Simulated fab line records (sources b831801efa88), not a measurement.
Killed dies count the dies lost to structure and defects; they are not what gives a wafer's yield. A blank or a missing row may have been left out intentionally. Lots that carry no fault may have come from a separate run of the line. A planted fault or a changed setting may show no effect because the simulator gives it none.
A single fault, viewed from 2 desks | flow gf180mcu | each desk holds nothing but its own numbers, with what lay behind them at the end

== TOOL OWNER'S DESK, implanter-02 ==
GF_NWELL_IMPLANT_09, tool's own readings: per-lot mean of the sampled wafers with a number, covering each lot this tool ran. Any lot whose mean is over 4 standard deviations away from the usual mean is out of limits and marked OUT; that distance is given in the brackets.
Columns: A = beam energy keV at GF_NWELL_IMPLANT_09, usual 160.00
lot  | first seen here | A
L337 | day 4 15:55     | 159.89
L338 | day 4 19:49     | 170.18 (+99 or more) OUT
L340 | day 5 07:01     | 170.20 (+99 or more) OUT
This desk finds L338, L340 out of limits, L338 being first, at day 4 19:49 (beam energy keV at GF_NWELL_IMPLANT_09). Within limits: L337.

== THE METROLOGY DESK ==
Lot by lot, what the gauges showed, no matter which tool ran the lot: averages of those sampled wafers that carry a number. Any lot whose mean is over 4 standard deviations away from the usual mean is out of limits and marked OUT; that distance is given in the brackets.
Columns: A = DNWELL_TW at GF_DNWELL_TW_MEAS_09, usual 1342; B = NWELL_OVL at GF_NWELL_OVL_MEAS_07, usual 0.2 nm
lot  | first seen here | A    | B
L337 | day 4 02:37     | 1325 | 1.2
L338 | day 4 07:07     | 1371 | 0.2
L340 | day 4 17:23     | 1329 | 0.7
L345 | day 5 21:55     | 1327 | 1.0
L346 | day 6 02:13     | 1377 | 2.4
L347 | day 6 07:59     | 1331 | -1.5
This desk's verdict: no lot among the 6 shows anything out of limits.

== ALL TOGETHER ==
The tool owner's desk could have raised an alarm at day 4 19:49, on L338, L340.
Nothing out of limits was seen by the metrology desk.
The metrology desk has L338, L340 on record, within its limits.
Of the lots named, all ran GF_NWELL_IMPLANT_09 on implanter-02.

== WHAT THE SIMULATOR HAD PUT IN ==
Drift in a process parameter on implanter-02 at GF_NWELL_IMPLANT_09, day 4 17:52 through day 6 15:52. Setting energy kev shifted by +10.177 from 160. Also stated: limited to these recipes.
Shown lots that were struck: L338, L340.
Each desk's first reading out of limits, in hours after the fault started: the tool owner's desk, 2.
